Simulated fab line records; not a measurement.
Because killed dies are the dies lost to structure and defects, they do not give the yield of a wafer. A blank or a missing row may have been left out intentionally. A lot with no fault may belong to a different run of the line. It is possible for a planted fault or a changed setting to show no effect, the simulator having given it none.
fab line records + flow gf180mcu
[record]
- lots = 12
- wafers = 36
- last_day = 34
route steps=602 shown V1@339 M3@424 M4@473 MIM@508
lots that met no fault: taken from a fault-free run of the same line
start_h: start of the lot's first displayed wafer, in hours after the record's first day + wait_h: time in hours since the lot's previous step + " unchanged from the row above + L1.1+2: several wafers, shown together as one row + - either no value or no given start + * or withheld: withheld + < > ~ a bound
route shown NAME@n: a module of which the file shows steps, and the number in the route of the first + usual: average and standard deviation across the fault-free wafers + same: alike in all rows + chamber/n: place in a boat + sites: readings site by site + _std_site: how widely they spread, as a standard deviation + _edge_site: the outer-site mean with the inner-site mean subtracted + radius_mm: for every site, how far away it sits from the centre of the wafer + mask NAME#n: copy n + behind: the tool/chamber that last shaped the wafer + hold: cause of the lot's hold/its duration in hours/its outcome + device: the n, p or np transistor that did not switch + end of line: the route-end tests of the same wafers + for a step that has no rows: nothing shown but its recipe + killed: not the wafer's yield, but the dies lost to structure and defects at the first sort + map: a wafer's dies, marking killed ones x, the rest . and places with no die _
set.NAME: the run value of the setting; set.NAME@STEP: its run value at that earlier step + model.NAME: the simulator's own value behind a step, which no gauge read
one table for each step of the route and one row for each wafer, over a sample of lots
services: the hour from which a tool's chamber was out of use, counted from the record's first day as start_h (under 0 if before that day), plus the number of hours and why
[[steps]]
[step GF_V1_CMP_04]
[recipe]
- material = SiO2
- down_force_psi = 4
- platen_rpm = 60
- pad_velocity_m_s = 0.94248
[usual]
- motor_current_A = 11.8/0.98
- slurry_flow_ml_min = 150.0/0.49
- time_to_endpoint_s = 80/5.9
| lot.wafer | tool   | chamber | start_h | wait_h | motor_current_A | slurry_flow_ml_min | time_to_endpoint_s |
|-----------|--------|---------|---------|--------|-----------------|--------------------|--------------------|
| L475.2    | cmp-01 | 0       | 382.73  | 0.1    | 11.6            | 150.4              | 81                 |
| L475.3    | "      | 1       | "       | "      | 12.7            | 150.2              | 87                 |
| L475.6    | "      | 2       | "       | "      | 11.4            | 150.5              | 93                 |
| L476.1    | cmp-01 | 0       | 389.00  | 0.1    | 11.4            | 150.7              | 79                 |
| L476.4    | "      | 1       | "       | "      | 12.6            | 150.5              | 85                 |
| L476.6    | "      | 3       | "       | "      | 12.1            | 149.6              | 86                 |
| L478.3    | cmp-01 | 0       | 417.53  | 0.1    | 11.9            | 150.1              | 79                 |
| L478.1    | "      | 1       | "       | "      | 13.0            | 149.9              | 76                 |
| L478.5    | "      | 3       | "       | "      | 12.8            | 150.2              | 81                 |
| L480.1    | cmp-01 | 3       | 431.33  | 0.1    | 12.3            | 149.8              | 103                |
| L480.2    | "      | 1       | "       | "      | 13.3            | 149.6              | 74                 |
| L480.5    | "      | 3       | "       | "      | 12.4            | 150.1              | 82                 |
| L490.1    | cmp-02 | 2       | 525.20  | 0.3    | 12.1            | 150.1              | 70                 |
| L490.3    | "      | 3       | "       | "      | 11.3            | 150.4              | 81                 |
| L490.4    | "      | 1       | "       | "      | 10.5            | 150.9              | 79                 |
| L491.2    | cmp-01 | 1       | 530.84  | 0.0    | 12.6            | 150.4              | 70                 |
| L491.4    | "      | 3       | "       | "      | 12.7            | 150.7              | 80                 |
| L491.3    | "      | 0       | "       | "      | 11.7            | 149.6              | 81                 |
| L492.4    | cmp-02 | 3       | 537.38  | 0.0    | 11.0            | 150.5              | 82                 |
| L492.2    | "      | 2       | "       | "      | 12.8            | 149.3              | 73                 |
| L492.5    | "      | 3       | "       | "      | 11.2            | 150.0              | 75                 |
| L493.3    | cmp-01 | 1       | 547.90  | 0.1    | 12.9            | 150.2              | 74                 |
| L493.4    | "      | 2       | "       | "      | 11.6            | 149.7              | 75                 |
| L493.6    | "      | 0       | "       | "      | 11.6            | 150.3              | 80                 |
| L494.1    | cmp-01 | 0       | 553.45  | 0.1    | 11.7            | 150.6              | 76                 |
| L494.4    | "      | 3       | "       | "      | 12.4            | 150.3              | 89                 |
| L494.6    | "      | 1       | "       | "      | 13.2            | 149.7              | 75                 |
| L495.1    | cmp-01 | 2       | 561.85  | 0.1    | 11.9            | 149.8              | 81                 |
| L495.3    | "      | 3       | "       | "      | 13.0            | 149.9              | 78                 |
| L495.6    | "      | 3       | "       | "      | 12.9            | 149.3              | 85                 |
| L496.3    | cmp-01 | 3       | 571.85  | 0.0    | 12.4            | 149.9              | 76                 |
| L496.1    | "      | 1       | "       | "      | 13.3            | 150.3              | 80                 |
| L496.6    | "      | 0       | "       | "      | 11.7            | 149.7              | 86                 |
| L497.4    | cmp-01 | 2       | 579.19  | 0.1    | 11.7            | 150.0              | 90                 |
| L497.2    | "      | 3       | "       | "      | 12.4            | 150.2              | 84                 |
| L497.5    | "      | 2       | "       | "      | 11.5            | 150.2              | 94                 |
[step GF_V1_ETCH_17]
[recipe]
- chemistry = C4F8/O2/Ar
- mask_material = KrF
- target = SiO2
- stop_on = TiN
- source_w = 1500
- bias_w = 1200
- pressure_mtorr = 40
- c4f8_flow_sccm = withheld
- O2_flow_sccm = 6
- Ar_flow_sccm = 300
- time_s = withheld
- target_depth_a = 6300
[usual]
- oes_product_au = 0.856/0.0043
| lot.wafer | tool        | chamber | start_h | wait_h | oes_product_au |
|-----------|-------------|---------|---------|--------|----------------|
| L475.2    | rie_diel-04 | 1       | -       | -      | 0.856          |
| L475.3    | "           | 3       | "       | "      | 0.855          |
| L475.6    | "           | 1       | "       | "      | 0.858          |
| L476.1    | rie_diel-02 | 0       | -       | -      | 0.858          |
| L476.4    | "           | 1       | "       | "      | 0.861          |
| L476.6    | "           | 1       | "       | "      | 0.858          |
| L478.1    | rie_diel-03 | 1       | -       | -      | 0.856          |
| L478.3    | "           | 0       | "       | "      | 0.853          |
| L478.5    | "           | 1       | "       | "      | 0.860          |
| L480.1    | rie_diel-04 | 1       | -       | -      | 0.814          |
| L480.2    | "           | 2       | "       | "      | 0.854          |
| L480.5    | "           | 1       | "       | "      | 0.852          |
| L490.1    | rie_diel-02 | 3       | -       | -      | 0.860          |
| L490.3    | "           | 0       | "       | "      | 0.856          |
| L490.4    | "           | 2       | "       | "      | 0.856          |
| L491.2    | rie_diel-04 | 3       | -       | -      | 0.866          |
| L491.3    | "           | 0       | "       | "      | 0.858          |
| L491.4    | "           | 2       | "       | "      | 0.859          |
| L492.2    | rie_diel-04 | 1       | -       | -      | 0.858          |
| L492.4    | "           | 3       | "       | "      | 0.864          |
| L492.5    | "           | 2       | "       | "      | 0.859          |
| L493.3    | rie_diel-04 | 3       | -       | -      | 0.857          |
| L493.4    | "           | 2       | "       | "      | 0.855          |
| L493.6    | "           | 2       | "       | "      | 0.861          |
| L494.1    | rie_diel-02 | 2       | -       | -      | 0.858          |
| L494.4    | "           | 3       | "       | "      | 0.852          |
| L494.6    | "           | 1       | "       | "      | 0.859          |
| L495.1    | rie_diel-04 | 1       | -       | -      | 0.863          |
| L495.3    | "           | 0       | "       | "      | 0.859          |
| L495.6    | "           | 0       | "       | "      | 0.853          |
| L496.1    | rie_diel-03 | 2       | -       | -      | 0.856          |
| L496.3    | "           | 1       | "       | "      | 0.862          |
| L496.6    | "           | 0       | "       | "      | 0.848          |
| L497.2    | rie_diel-04 | 3       | -       | -      | 0.852          |
| L497.4    | "           | 1       | "       | "      | 0.861          |
| L497.5    | "           | 1       | "       | "      | 0.852          |
[step GF_M3_OVL_MEAS_15]
[usual]
- M3_OVL = -1/5.3
| lot.wafer | tool       | chamber | start_h | wait_h | M3_OVL[nm] |
|-----------|------------|---------|---------|--------|------------|
| L475.2    | overlay-02 | -       | 483.49  | 0.1    | -8         |
| L475.3    | "          | -       | "       | "      | 5          |
| L475.6    | "          | -       | "       | "      | -3         |
| L476.1    | overlay-02 | -       | 488.79  | 0.1    | -5         |
| L476.4    | "          | -       | "       | "      | 0          |
| L476.6    | "          | -       | "       | "      | -7         |
| L478.1    | overlay-01 | -       | 518.24  | 0.1    | -12        |
| L478.3    | "          | -       | "       | "      | -16        |
| L478.5    | "          | -       | "       | "      | -11        |
| L480.1    | overlay-02 | -       | 532.03  | 0.1    | 2          |
| L480.2    | "          | -       | "       | "      | 1          |
| L480.5    | "          | -       | "       | "      | 4          |
| L490.1    | overlay-01 | -       | 618.24  | 0.1    | -5         |
| L490.3    | "          | -       | "       | "      | -1         |
| L490.4    | "          | -       | "       | "      | -6         |
| L491.2    | overlay-02 | -       | 622.39  | 0.1    | 2          |
| L491.3    | "          | -       | "       | "      | 3          |
| L491.4    | "          | -       | "       | "      | 8          |
| L492.2    | overlay-02 | -       | 626.64  | 0.1    | 2          |
| L492.4    | "          | -       | "       | "      | 3          |
| L492.5    | "          | -       | "       | "      | 6          |
| L493.3    | overlay-02 | -       | 636.04  | 0.1    | -1         |
| L493.4    | "          | -       | "       | "      | -1         |
| L493.6    | "          | -       | "       | "      | 8          |
| L494.1    | overlay-01 | -       | 642.73  | 0.1    | -2         |
| L494.4    | "          | -       | "       | "      | -8         |
| L494.6    | "          | -       | "       | "      | 2          |
| L495.1    | overlay-01 | -       | 649.49  | 0.1    | -5         |
| L495.3    | "          | -       | "       | "      | -2         |
| L495.6    | "          | -       | "       | "      | -3         |
| L496.1    | overlay-02 | -       | 657.83  | 0.1    | -5         |
| L496.3    | "          | -       | "       | "      | -6         |
| L496.6    | "          | -       | "       | "      | -9         |
| L497.2    | overlay-01 | -       | 665.49  | 0.1    | -9         |
| L497.4    | "          | -       | "       | "      | 1          |
| L497.5    | "          | -       | "       | "      | -7         |
[step GF_M4_STRIP_17]
[recipe]
- chemistry = O2/N2
- power_w = 1400
- pressure_mtorr = 1500
- platen_temp_c = 250
- o2_flow_sccm = 3000
- n2_flow_sccm = 300
- overash_fraction = 0.5
[usual]
- drypump_motor_current_A = 5.6/0.74
- heater_power_w = 348/28
- oes_product_au = 0.540/0.0056
- strip_time_to_endpoint_s = 7.44/0.081
| lot.wafer | tool            | chamber | start_h | wait_h | drypump_motor_current_A | heater_power_w | oes_product_au | rf_hours_counter_h | strip_time_to_endpoint_s |
|-----------|-----------------|---------|---------|--------|-------------------------|----------------|----------------|--------------------|--------------------------|
| L475.2    | plasma_asher-02 | 0       | 534.33  | 0.2    | 6.7                     | 319            | 0.541          | 10                 | 7.50                     |
| L475.3    | "               | 1       | "       | "      | 5.4                     | 341            | 0.536          | -                  | 7.51                     |
| L475.6    | "               | 1       | "       | "      | 5.4                     | 341            | 0.543          | -                  | 7.47                     |
| L476.1    | plasma_asher-02 | 1       | 538.75  | 0.1    | 5.4                     | 341            | 0.548          | 11                 | 7.55                     |
| L476.4    | "               | 0       | "       | "      | 6.7                     | 320            | 0.549          | -                  | 7.46                     |
| L476.6    | "               | 1       | "       | "      | 5.4                     | 344            | 0.543          | -                  | 7.47                     |
| L478.1    | plasma_asher-02 | 0       | 566.75  | 0.1    | 6.7                     | 330            | 0.530          | 14                 | 7.41                     |
| L478.3    | "               | 1       | "       | "      | 5.4                     | 336            | 0.547          | -                  | 7.45                     |
| L478.5    | "               | 0       | "       | "      | 6.7                     | 333            | 0.529          | -                  | 7.35                     |
| L480.1    | plasma_asher-02 | 1       | 580.23  | 0.1    | 5.4                     | 332            | 0.545          | 15                 | 7.55                     |
| L480.2    | "               | 0       | "       | "      | 6.7                     | 323            | 0.544          | 15                 | 7.46                     |
| L480.5    | "               | 0       | "       | "      | 6.7                     | 328            | 0.540          | -                  | 7.52                     |
| L490.1    | plasma_asher-02 | 1       | 661.55  | 0.1    | 5.4                     | 344            | 0.537          | 23                 | 7.52                     |
| L490.3    | "               | 0       | "       | "      | 6.7                     | 325            | 0.528          | -                  | 7.35                     |
| L490.4    | "               | 1       | "       | "      | 5.4                     | 336            | 0.545          | -                  | 7.49                     |
| L491.2    | plasma_asher-02 | 1       | 665.08  | 0.1    | 5.4                     | 342            | 0.538          | 24                 | 7.35                     |
| L491.3    | "               | 1       | "       | "      | 5.4                     | 336            | 0.541          | -                  | 7.32                     |
| L491.4    | "               | 0       | "       | "      | 6.7                     | 325            | 0.540          | -                  | 7.49                     |
| L492.2    | plasma_asher-04 | 0       | 669.30  | 0.1    | 6.0                     | 386            | 0.543          | 88                 | 7.35                     |
| L492.4    | "               | 0       | "       | "      | 6.0                     | 396            | 0.543          | -                  | 7.46                     |
| L492.5    | "               | 0       | "       | "      | 6.0                     | 385            | 0.537          | -                  | 7.34                     |
| L493.3    | plasma_asher-03 | 0       | 678.81  | 0.1    | 4.7                     | 362            | 0.529          | -                  | 7.40                     |
| L493.4    | "               | 1       | "       | "      | 4.9                     | 321            | 0.542          | -                  | 7.50                     |
| L493.6    | "               | 0       | "       | "      | 4.7                     | 365            | 0.541          | -                  | 7.48                     |
| L494.1    | plasma_asher-04 | 1       | 683.90  | 0.1    | 5.2                     | 406            | 0.541          | 90                 | 7.54                     |
| L494.4    | "               | 0       | "       | "      | 6.1                     | 390            | 0.543          | -                  | 7.53                     |
| L494.6    | "               | 1       | "       | "      | 5.2                     | 402            | 0.542          | -                  | 7.42                     |
| L495.1    | plasma_asher-03 | 1       | 691.10  | 0.1    | 4.9                     | 329            | 0.545          | 107                | 7.47                     |
| L495.3    | "               | 1       | "       | "      | 4.9                     | 320            | 0.548          | -                  | 7.49                     |
| L495.6    | "               | 1       | "       | "      | 4.9                     | 322            | 0.548          | -                  | 7.57                     |
| L496.1    | plasma_asher-04 | 1       | 698.80  | 0.1    | 5.2                     | 412            | 0.535          | 92                 | 7.39                     |
| L496.3    | "               | 0       | "       | "      | 6.0                     | 385            | 0.529          | -                  | 7.42                     |
| L496.6    | "               | 0       | "       | "      | 6.1                     | 386            | 0.549          | -                  | 7.46                     |
| L497.2    | plasma_asher-02 | 0       | 705.53  | 0.2    | 6.7                     | 335            | 0.532          | 29                 | 7.37                     |
| L497.4    | "               | 1       | "       | "      | 5.3                     | 346            | 0.533          | -                  | 7.35                     |
| L497.5    | "               | 1       | "       | "      | 5.4                     | 336            | 0.536          | -                  | 7.37                     |
[step GF_MIM_CVD_05]
[recipe]
- material = Si3N4
- target_thk_nm = 42
- temp_max_c = 400
- temp_c = 385
- time_s = 29.086
- rf_w = 450
[usual]
- heater_power_w = 618/91
[same]
- time_s = 29.086
| lot.wafer | tool     | chamber | start_h | wait_h | heater_power_w |
|-----------|----------|---------|---------|--------|----------------|
| L475.2    | pecvd-04 | 0       | 559.40  | 0.0    | 755            |
| L475.3    | "        | 2       | "       | "      | 477            |
| L475.6    | "        | 1       | "       | "      | 714            |
| L476.1    | pecvd-02 | 1       | 563.81  | 0.0    | 683            |
| L476.4    | "        | 1       | "       | "      | 682            |
| L476.6    | "        | 0       | "       | "      | 725            |
| L478.1    | pecvd-02 | 1       | 591.33  | 0.0    | 677            |
| L478.3    | "        | 2       | "       | "      | 501            |
| L478.5    | "        | 0       | "       | "      | 679            |
| L480.1    | pecvd-03 | 2       | 604.30  | 0.0    | 623            |
| L480.2    | "        | 1       | "       | "      | 705            |
| L480.5    | "        | 1       | "       | "      | 718            |
| L490.1    | pecvd-02 | 0       | 683.55  | 0.0    | 717            |
| L490.3    | "        | 2       | "       | "      | 509            |
| L490.4    | "        | 1       | "       | "      | 631            |
| L491.2    | pecvd-02 | 0       | 686.90  | 0.0    | 634            |
| L491.3    | "        | 1       | "       | "      | 715            |
| L491.4    | "        | 1       | "       | "      | 696            |
| L492.2    | pecvd-04 | 2       | 690.92  | 0.0    | 445            |
| L492.4    | "        | 2       | "       | "      | 457            |
| L492.5    | "        | 0       | "       | "      | 677            |
| L493.3    | pecvd-03 | 2       | 699.70  | 0.0    | 712            |
| L493.4    | "        | 1       | "       | "      | 708            |
| L493.6    | "        | 2       | "       | "      | 692            |
| L494.1    | pecvd-04 | 0       | 705.10  | 0.0    | 734            |
| L494.4    | "        | 2       | "       | "      | 508            |
| L494.6    | "        | 1       | "       | "      | 649            |
| L495.1    | pecvd-03 | 2       | 712.55  | 0.0    | 705            |
| L495.3    | "        | 1       | "       | "      | 590            |
| L495.6    | "        | 2       | "       | "      | 718            |
| L496.1    | pecvd-02 | 2       | 719.75  | 0.0    | 469            |
| L496.3    | "        | 0       | "       | "      | 633            |
| L496.6    | "        | 1       | "       | "      | 685            |
| L497.2    | pecvd-02 | 2       | 726.60  | 0.0    | 494            |
| L497.4    | "        | 0       | "       | "      | 700            |
| L497.5    | "        | 1       | "       | "      | 579            |
[[services]]
| tool            | chamber | start_h | hours | kind   |
|-----------------|---------|---------|-------|--------|
| rie_diel-04     | 2       | 374.52  | 3.1   | repair |
| cmp-01          | -       | 377.93  | 0.4   | repair |
| pecvd-02        | -       | 385.51  | 0.2   | repair |
| cmp-01          | -       | 397.91  | 0.5   | repair |
| plasma_asher-02 | -       | 402.01  | 2.2   | repair |
| cmp-01          | -       | 404.00  | 4.0   | pm     |
| pecvd-02        | 1       | 415.27  | 5.2   | repair |
| plasma_asher-02 | -       | 420.44  | 1.4   | repair |
| plasma_asher-02 | -       | 421.83  | 9.0   | pm     |
| cmp-01          | -       | 438.16  | 0.7   | repair |
| rie_diel-04     | 3       | 451.61  | 5.6   | repair |
| pecvd-02        | 1       | 457.50  | 5.4   | repair |
| plasma_asher-02 | -       | 458.43  | 3.9   | repair |
| rie_diel-04     | -       | 527.83  | 1.1   | repair |
| cmp-01          | -       | 584.21  | 2.3   | repair |
| cmp-01          | -       | 597.31  | 5.2   | pm     |
| cmp-01          | -       | 604.11  | 1.0   | repair |
| rie_diel-04     | 3       | 619.41  | 20.0  | repair |
| cmp-01          | -       | 628.39  | 4.1   | repair |
| rie_diel-04     | -       | 632.24  | 0.2   | repair |
| rie_diel-04     | -       | 639.63  | 0.8   | repair |
| rie_diel-04     | -       | 652.30  | 0.5   | repair |
| cmp-01          | -       | 662.90  | 0.9   | repair |
| plasma_asher-02 | -       | 722.03  | 2.3   | repair |
[[key]]
[first_sign]
- step = GF_V1_CMP_04
- reading = time_to_endpoint_s
- direction = up
- sigmas = 3.9
- usual = *
- struck = *
[effect]
- step = GF_V1_ETCH_17
- reading = oes_product_au
- direction = down
- sigmas = 9.6
- usual = 0.856
- struck = 0.814
met_at GF_V1_CMP_04
struck_lots L480
struck_wafers L480.1
not_acting_at GF_M3_OVL_MEAS_15,GF_M4_STRIP_17,GF_MIM_CVD_05
onset_between 417.53 431.33
[fault]
- kind = process_parameter_drift
- tool = cmp-01
- chamber = -
- onset_h = 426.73
- steps = GF_V1_CMP_04
- channel = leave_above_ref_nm
- offset = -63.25
- shape = step
- end_h = 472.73
- scope = struck_wafers_only
- acts_in = these_recipes_only
- stated = 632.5
